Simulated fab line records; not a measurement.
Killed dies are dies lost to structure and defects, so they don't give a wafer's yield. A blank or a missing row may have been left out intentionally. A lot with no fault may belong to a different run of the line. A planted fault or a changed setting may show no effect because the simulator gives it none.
Matching of chambers ; flow gf180mcu ; GF_V2_CMP_26 on cmp-01: 4 sister chambers
The step polishes, stops on SiO2, t overpolish 15 s, target thk 0 nm. 4 wafers are shown with their chamber, then 8 later ones without.

## WAFERS PAIRED WITH THEIR CHAMBERS
wafer;chamber;motor current A (A)
L236.6;1;11.4
L237.2;3;10.8
L237.6;0;9.9
L238.1;2;10.2

## WAFERS MISSING THEIR CHAMBER
wafer;motor current A (A)
L238.4;9.7
L238.6;11.8
L240.1;10.4
L240.4;11.1
L240.6;10.9
L241.2;11.7
L241.3;10.1
L241.5;9.3

## WHICH CHAMBER EACH WENT THROUGH
wafer;from the rows above;in truth
L238.4;can't be placed: 0 or 2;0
L238.6;can't be placed: 1 or 3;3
L240.1;can't be placed: 2 or 3 or 0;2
L240.4;can't be placed: 3 or 1 or 2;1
L240.6;can't be placed: 3 or 1 or 2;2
L241.2;can't be placed: 1 or 3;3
L241.3;can't be placed: 2 or 0 or 3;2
L241.5;can't be placed: 0 or 2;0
Correct placement for 0 of the 8. Cannot be placed on the basis of these rows: 8; the candidates contain the true chamber in 8. Wrongly placed: 0.
How it was worked out, from the rows above alone: a wafer's distance from a chamber is the root of the sum, over the readings, of the square of ((its reading less the chamber's mean) divided by the reading's scatter). If the next closest chamber is less than 2 further off than the closest, the wafer can't be placed; otherwise it belongs to the closest. The mean given for a chamber averages the wafers shown for that chamber. The scatter: root of mean squared gap, hidden wafer to nearest shown wafer, with one shown wafer a chamber.
